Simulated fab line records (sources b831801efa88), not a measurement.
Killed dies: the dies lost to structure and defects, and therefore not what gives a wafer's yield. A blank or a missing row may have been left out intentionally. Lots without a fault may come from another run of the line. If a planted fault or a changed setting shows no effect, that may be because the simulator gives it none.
fab line records ; flow gf180mcu
record lots=5; wafers=15; lastDay=32
route steps=602 shown M1@319
lots that met no fault: from a run of the same line without faults
startH: hours from the record's first day to the start of the lot's first wafer shown ; waitH: how many hours have passed since the lot's step before this one ; " repeats the value in the row above ; L1.1+2: a row that stands for several wafers ; - either no value or no given start ; * or withheld: withheld ; < > ~ a bound
route shown NAME@n: NAME is a module with steps in the file, n the number in the route of the first one ; usual: mean/standard deviation taken from wafers without a fault ; same: alike in all rows ; chamber/n: place in a boat ; sites: per-site readings ; _std_site: their standard deviation ; _edge_site: mean of outer sites minus mean of inner sites ; radiusMm: how far each site lies from the wafer's centre ; mask NAME#n: copy n ; behind: the most recent tool/chamber to have shaped the wafer ; hold: what put the lot on hold/how long, in hours/how the hold closed ; device: which transistor (n, p or np) failed to switch ; end of line: the same wafers' tests at the end of the route ; for a step that has no rows: nothing shown but its recipe ; killed: the dies lost at the first sort to structure and to defects; this is not the yield of the wafer ; map: a wafer's dies, marking killed ones x, the rest . and places with no die _
set.NAME: the setting that was run; set.NAME@STEP: the one run at that earlier step ; model.NAME: the simulator's own value behind a step, which no gauge read
lots seen at some steps along the route; tables by step, rows by wafer
services: a tool's chamber out of use, with start hour (startH, from the record's first day; less than 0 if before it), hours out, and reason
## steps
# step GF_M1_SPUTTER_04
# recipe material=TiN; targetThkNm=50; powerW=6500; timeS=41.7; chamberPressurePa=0.4
# usual chamberPressurePa=0.4001/0.00075; throttleValvePct=30.2/0.9
lot.wafer;tool;chamber;startH;waitH;chamberPressurePa;throttleValvePct
L078.1;pvdSputter-04;-;393.73;0.0;0.4011;31.0
L078.5;pvdSputter-04;-;393.73;0.0;0.4004;30.9
L078.6;pvdSputter-04;-;393.73;0.0;0.3989;28.5
L081.1;pvdSputter-01;-;434.24;0.0;0.4007;29.1
L081.3;pvdSputter-01;-;434.24;0.0;0.3995;29.8
L081.6;pvdSputter-01;-;434.24;0.0;0.3993;29.7
L083.3;pvdSputter-04;-;459.61;0.0;0.3997;28.7
L083.4;pvdSputter-04;-;459.61;0.0;0.4004;31.0
L083.6;pvdSputter-04;-;459.61;0.0;0.3998;28.6
L085.2;pvdSputter-03;-;482.78;0.0;0.3995;30.3
L085.3;pvdSputter-03;-;482.78;0.0;0.4004;30.2
L085.5;pvdSputter-03;-;482.78;0.0;0.3999;30.1
L088.1;pvdSputter-04;-;485.48;0.0;0.4013;31.0
L088.4;pvdSputter-04;-;485.48;0.0;0.4010;31.3
L088.5;pvdSputter-04;-;485.48;0.0;0.3998;31.0
# step GF_M1_RS_MEAS_05
# recipe thkMeasGauge=four-point-probe; reads=TiN_of_M1_SPUTTER_04+Ti_of_M1_SPUTTER_03+AlCu_of_M1_SPUTTER_02+TiN_of_M1_SPUTTER_01+Ti_of_M1_SPUTTER_00
# usual M1_ALCU_RS=0.0695/0.00092
lot.wafer;tool;chamber;startH;waitH;M1_ALCU_RS[ohm/sq]
L078.1;filmMetro-04;-;393.77;0.0;0.0699
L078.5;filmMetro-04;-;393.77;0.0;0.0699
L078.6;filmMetro-04;-;393.77;0.0;0.0682
L081.1;filmMetro-02;-;434.28;0.0;0.0714
L081.3;filmMetro-02;-;434.28;0.0;0.0708
L081.6;filmMetro-02;-;434.28;0.0;0.0710
L083.3;filmMetro-04;-;459.69;0.1;0.0679
L083.4;filmMetro-04;-;459.69;0.1;0.0688
L083.6;filmMetro-04;-;459.69;0.1;0.0668
L085.2;filmMetro-04;-;482.84;0.0;0.0694
L085.3;filmMetro-04;-;482.84;0.0;0.0693
L085.5;filmMetro-04;-;482.84;0.0;0.0694
L088.1;filmMetro-04;-;485.52;0.0;0.0704
L088.4;filmMetro-04;-;485.52;0.0;0.0703
L088.5;filmMetro-04;-;485.52;0.0;0.0700
# step GF_M1_THK_MEAS_06
# recipe thkMeasGauge=xrf; reads=AlCu_of_M1_SPUTTER_02
# usual M1_ALCU_THK=445/5.9
lot.wafer;tool;chamber;startH;waitH;M1_ALCU_THK[nm]
L078.1;filmMetro-04;-;393.89;0.1;443
L078.5;filmMetro-04;-;393.89;0.1;441
L078.6;filmMetro-04;-;393.89;0.1;451
L081.1;filmMetro-02;-;434.40;0.1;436
L081.3;filmMetro-02;-;434.40;0.1;441
L081.6;filmMetro-02;-;434.40;0.1;442
L083.3;filmMetro-04;-;459.79;0.1;457
L083.4;filmMetro-04;-;459.79;0.1;453
L083.6;filmMetro-04;-;459.79;0.1;464
L085.2;filmMetro-04;-;482.95;0.1;445
L085.3;filmMetro-04;-;482.95;0.1;447
L085.5;filmMetro-04;-;482.95;0.1;445
L088.1;filmMetro-04;-;485.64;0.1;438
L088.4;filmMetro-04;-;485.64;0.1;439
L088.5;filmMetro-04;-;485.64;0.1;439
# step GF_M1_DEHYDRATE_07
# recipe tempC=200; timeS=60
lot.wafer;tool;chamber;startH;waitH
L078.1+5+6;lithoTrack-03;0;404.53;10.6
L081.1+3+6;lithoTrack-03;0;445.33;10.9
L083.3+4+6;lithoTrack-02;0;471.39;11.6
L085.2+3+5;lithoTrack-03;0;494.40;11.4
L088.1+4+5;lithoTrack-03;0;496.67;11.0
# step GF_M1_HMDS_08
# recipe primeTimeS=60; primeTempC=120
lot.wafer;tool;chamber;startH;waitH
L078.1+5+6;lithoTrack-03;0;404.68;0.1
L081.1+3+6;lithoTrack-03;0;445.48;0.1
L083.3+4+6;lithoTrack-02;0;471.54;0.1
L085.2+3+5;lithoTrack-03;0;494.55;0.1
L088.1+4+5;lithoTrack-03;0;496.82;0.1
# step GF_M1_COAT_09
# recipe resist=KrF; spinRpm=withheld; resistThkNm=984.3
lot.wafer;tool;chamber;startH;waitH
L078.1+5+6;lithoTrack-03;0;404.83;0.1
L081.1+3+6;lithoTrack-03;0;445.63;0.1
L083.3+4+6;lithoTrack-02;0;471.69;0.1
L085.2+3+5;lithoTrack-03;0;494.70;0.1
L088.1+4+5;lithoTrack-03;0;496.97;0.1
# step GF_M1_SOFTBAKE_10
# recipe tempC=130; timeS=60; resist=KrF
lot.wafer;tool;chamber;startH;waitH
L078.1+5+6;lithoTrack-03;0;404.98;0.1
L081.1+3+6;lithoTrack-03;0;445.78;0.1
L083.3+4+6;lithoTrack-02;0;471.84;0.1
L085.2+3+5;lithoTrack-03;0;494.85;0.1
L088.1+4+5;lithoTrack-03;0;497.12;0.1
# step GF_M1_EXPOSE_11
# recipe maskId=Metal1; targetCdNm=230; na=0.68; sourceShape=conventional; sigmaOuter=0.6; doseMj=28
# usual exposureDoseMJCm2=27.86/0.03
# same sigmaOuter=0.6
lot.wafer;tool;chamber;startH;waitH;mask;exposureDoseMJCm2
L078.1;krfScanner-02;0;-;-;Metal1#0;27.89
L078.5;krfScanner-02;0;-;-;Metal1#0;27.85
L078.6;krfScanner-02;0;-;-;Metal1#0;27.87
L081.1;krfScanner-01;0;-;-;Metal1#0;27.84
L081.3;krfScanner-01;0;-;-;Metal1#0;27.85
L081.6;krfScanner-01;0;-;-;Metal1#0;27.83
L083.3;krfScanner-02;0;-;-;Metal1#0;27.86
L083.4;krfScanner-02;0;-;-;Metal1#0;27.89
L083.6;krfScanner-02;0;-;-;Metal1#0;27.92
L085.2;krfScanner-01;0;-;-;Metal1#0;27.86
L085.3;krfScanner-01;0;-;-;Metal1#0;27.85
L085.5;krfScanner-01;0;-;-;Metal1#0;27.85
L088.1;krfScanner-01;0;-;-;Metal1#0;27.90
L088.4;krfScanner-01;0;-;-;Metal1#0;27.90
L088.5;krfScanner-01;0;-;-;Metal1#0;27.91
# step GF_M1_PEB_12
# recipe pebTempC=135; pebTimeS=90; resist=KrF
lot.wafer;tool;chamber;startH;waitH
L078.1+5+6;lithoTrack-02;0;-;-
L081.1+3+6;lithoTrack-01;0;-;-
L083.3+4+6;lithoTrack-01;0;-;-
L085.2+3+5;lithoTrack-03;0;-;-
L088.1+4+5;lithoTrack-03;0;-;-
## services
tool;chamber;startH;hours;kind
krfScanner-01;-;371.29;17.7;repair
krfScanner-01;-;388.99;4.0;pm
krfScanner-02;-;393.01;4.0;pm
krfScanner-01;-;397.03;0.8;pm
krfScanner-01;-;397.78;1.3;pm
krfScanner-01;-;399.08;1.0;pm
lithoTrack-02;-;399.40;-;consumableReplace:filter
krfScanner-02;-;400.08;4.4;pm
pvdSputter-03;0;426.22;-;consumableReplace:kit
pvdSputter-03;0;426.22;18.0;scheduledDown
pvdSputter-03;0;426.22;18.0;ventCycle
pvdSputter-03;-;429.80;2.0;repair
krfScanner-02;-;430.84;1.3;pm
krfScanner-02;-;436.90;0.8;pm
krfScanner-01;-;452.02;1.0;pm
pvdSputter-03;-;462.55;7.1;repair
pvdSputter-01;-;476.02;20.7;repair
krfScanner-02;-;476.48;36.0;pm
pvdSputter-03;-;483.07;3.2;repair
krfScanner-01;0;484.64;-;calibration
krfScanner-02;0;486.83;-;calibration
## key
fault none
